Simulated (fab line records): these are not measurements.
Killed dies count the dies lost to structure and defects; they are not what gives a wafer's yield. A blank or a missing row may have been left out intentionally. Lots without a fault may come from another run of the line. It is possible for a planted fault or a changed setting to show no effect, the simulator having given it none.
2 desks, one fault	flow gf180mcu	each desk has only its own numbers; what lay behind them comes last

## THE TOOL OWNER'S DESK: plasma-asher-04
The tool's own readings at GF_M2_STRIP_17 (strips in O2/N2): means of the sampled wafers that have a number, for each lot that ran on this tool. The brackets show how far a lot's mean lies from the usual mean; more than 4 standard deviations puts the lot out of limits, marked OUT.
Columns: A = chamber-pressure-mTorr at GF_M2_STRIP_17, usual 1500.0 mTorr; B = drypump-motor-current-A at GF_M2_STRIP_17, usual 5.9 A; C = heater-power-w at GF_M2_STRIP_17, usual 328 W; D = o2-flow-sccm at GF_M2_STRIP_17, usual 3002 sccm; E = oes-product-au at GF_M2_STRIP_17, usual 0.538 a.u.; F = strip-time-to-endpoint-s at GF_M2_STRIP_17, usual 7.39 s
lot	first seen here	A	B	C	D	E	F
L727	day 20 17:04	1501.8	6.2	292	3010	0.540	7.41
L728	day 21 00:43	1499.6	6.0	308	3003	0.536	7.43
L737	day 24 11:02	1500.0	6.2	292	3001	0.534	7.39
L739	day 24 23:45	1499.9	6.2	288	2988	0.538	7.43
Finding of this desk: none of the 4 lots has anything out of limits.

## FROM THE METROLOGY DESK
What the gauges read, lot by lot, whatever tool the lot ran on: means of the sampled wafers that have a number. The brackets show how far a lot's mean lies from the usual mean; more than 4 standard deviations puts the lot out of limits, marked OUT.
Columns: A = V5_CVD_00_THK at GF_V5_THK_MEAS_01, usual 300 nm
lot	first seen here	A
L725	day 26 23:31	299
L727	day 27 12:16	301
L728	day 27 20:44	296
L729	day 28 07:34	302
L730	day 28 08:22	299
L731	day 28 20:10	298
L734	day 29 09:29	295
L737	day 30 15:53	297
L739	day 31 02:34	301
L745	day 32 03:45	306
L746	day 32 11:52	304
Finding of this desk: none of the 11 lots has anything out of limits.

## ALL TOGETHER
The tool owner's desk saw nothing out of limits.
From the metrology desk's view, nothing was out of limits.

## WHAT THE SIMULATOR PUT IN
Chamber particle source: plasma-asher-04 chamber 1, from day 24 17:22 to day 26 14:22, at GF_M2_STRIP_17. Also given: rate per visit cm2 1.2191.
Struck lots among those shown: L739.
